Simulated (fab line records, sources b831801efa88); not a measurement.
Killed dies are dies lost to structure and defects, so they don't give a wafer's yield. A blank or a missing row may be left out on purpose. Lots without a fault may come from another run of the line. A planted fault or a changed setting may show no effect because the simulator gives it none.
A struck lot beside a sound one | flow gf180mcu | 18 steps out of a route of 602
Sound: wafers L907.2, L907.4, L907.6. Struck: wafer L915.6. (L915.3, L915.5 of the same lot were not struck and are left out.) The cause comes at the end.
At each step with rows: each side's tool, then ch and its chambers, then its first start. Under that, the readings that differ: sound wafers | struck wafers | difference of the means | sigmas: that difference in standard deviations of wafers without a fault.
alike: readings whose means differ by less than 2 such deviations, and words and numbers that are the same on both sides. not compared: withheld readings, readings that some wafer has no value for, bounds like >300 that may hide the same value, and numbers for which the record gives no deviation and whose values overlap.
The two part at a step that has a row with sigmas, a row that says differs or no value, or rows on one side only. Numbers that don't overlap but have no deviation are shown without sigmas and don't part them. A reading that every wafer of one side lacks parts them only if that side has two wafers or more.

first, 3 steps without rows for these wafers: GF_V3_EXPOSE_11 (exposes mask Via3, target cd 260 nm); GF_V3_PEB_12 (peb time 90 s); GF_V3_DEVELOP_13 (develop time 60 s).
GF_V3_CD_MEAS_14: target cd 260 nm.
  sound on cd_sem-01, day 26 20:28; struck on cd_sem-02, day 29 12:54
  alike: cd_nm
GF_V3_OVL_MEAS_15:
  sound on overlay-02, day 26 20:34; struck on overlay-01, day 29 12:59
  alike: V3_OVL
GF_V3_ETCH_16: etches BARC in N2/H2.
  sound on rie_diel-01 ch 1,2, day 26 20:35; struck on rie_diel-01 ch 0, day 29 13:01
  alike: chamber_pressure_mTorr, drypump_motor_current_A, h2_flow_sccm, oes_product_au, throttle_valve_pct
then, 1 step without rows for these wafers: GF_V3_ETCH_17 (etches SiO2 in C4F8/O2/Ar, stops on TiN, target depth 635 nm).
GF_V3_STRIP_18: strips in O2/N2.
  sound on plasma_asher-04 ch 0,1, day 26 20:43; struck on plasma_asher-04 ch 1, day 29 13:11
  alike: chamber_pressure_mTorr, drypump_motor_current_A, heater_power_w, oes_product_au
  not compared: rf_hours_counter_h
then, 2 steps without rows for these wafers: GF_V3_STRIP_19 (strips in post etch residue remover, time 1200 s); GF_V3_CLEAN_20 (cleans in DIW).
GF_V3_SPUTTER_21: material Ti, target thk 15 nm, time 80.02 s.
  sound on pvd_sputter-03, day 26 21:16; struck on pvd_sputter-04, day 29 13:48
  reading                | sound          | struck | difference | sigmas
  throttle_valve_pct (%) | 29.3 29.3 30.4 | 31.3   | +1.6       | +2
  alike: cathode_dc_power_W
GF_V3_SPUTTER_22: material TiN, target thk 10 nm, time 40 s.
  sound on pvd_sputter-03, day 26 21:19; struck on pvd_sputter-04, day 29 13:52
  alike: cathode_dc_power_W, throttle_valve_pct
GF_V3_CVD_23: deposits W, target thk 350 nm, time 104.9 s.
  sound on cvd_w-02 ch 0,1, day 26 21:22; struck on cvd_w-01 ch 1, day 29 13:56
  reading                          | sound                | struck | difference | sigmas
  susceptor_temp_C (C)             | 400.05 399.81 399.93 | 406.25 | +6.32      | +32
  model.W_of_V3_CVD_23.thk_nm (nm) | 347.7 349.3 350.3    | 389.2  | +40.1      |
  alike: heater_power_w
GF_V3_RS_MEAS_24: measures by four-point-probe.
  sound on film_metro-01, day 26 21:29; struck on film_metro-04, day 29 14:22
  reading          | sound             | struck | difference | sigmas
  V3_W_RS (ohm/sq) | 0.329 0.328 0.327 | 0.294  | -0.034     | -8
  not compared: hold
GF_V3_THK_MEAS_25: measures by xrf.
  sound on film_metro-01, day 26 21:36; struck on film_metro-04, day 29 18:55
  reading       | sound       | struck | difference | sigmas
  V3_W_THK (nm) | 344 343 344 | 395    | +51        | +8
  not compared: hold
GF_V3_CMP_26: polishes, stops on SiO2, t overpolish 15 s, target thk 0 nm.
  sound on cmp-02 ch 1,2,3, day 26 22:04; struck on cmp-01 ch 3, day 29 23:10
  reading                | sound    | struck                   | difference                   | sigmas
  hold                   | - - -    | await_dispo/4.1h/release | no value on the sound wafers |
  time_to_endpoint_s (s) | 84 89 87 | 101                      | +14                          | +4
  alike: edge_zone_pressure_frac, head_pressure_psi, motor_current_A
GF_M4_SPUTTER_00: material Ti, target thk 37.5 nm, time 150 s.
  sound on pvd_sputter-04, day 26 22:16; struck on pvd_sputter-02, day 29 23:22
  alike: cathode_dc_power_W, throttle_valve_pct
then, 1 step without rows for these wafers: GF_PASSIVATION_PROBE_99.

WHERE THEY PART
First at GF_V3_SPUTTER_21; last, within this record, at GF_V3_CMP_26. Later steps at which nothing parts them and some readings are alike: GF_M4_SPUTTER_00.

WHY: what the simulator had put in
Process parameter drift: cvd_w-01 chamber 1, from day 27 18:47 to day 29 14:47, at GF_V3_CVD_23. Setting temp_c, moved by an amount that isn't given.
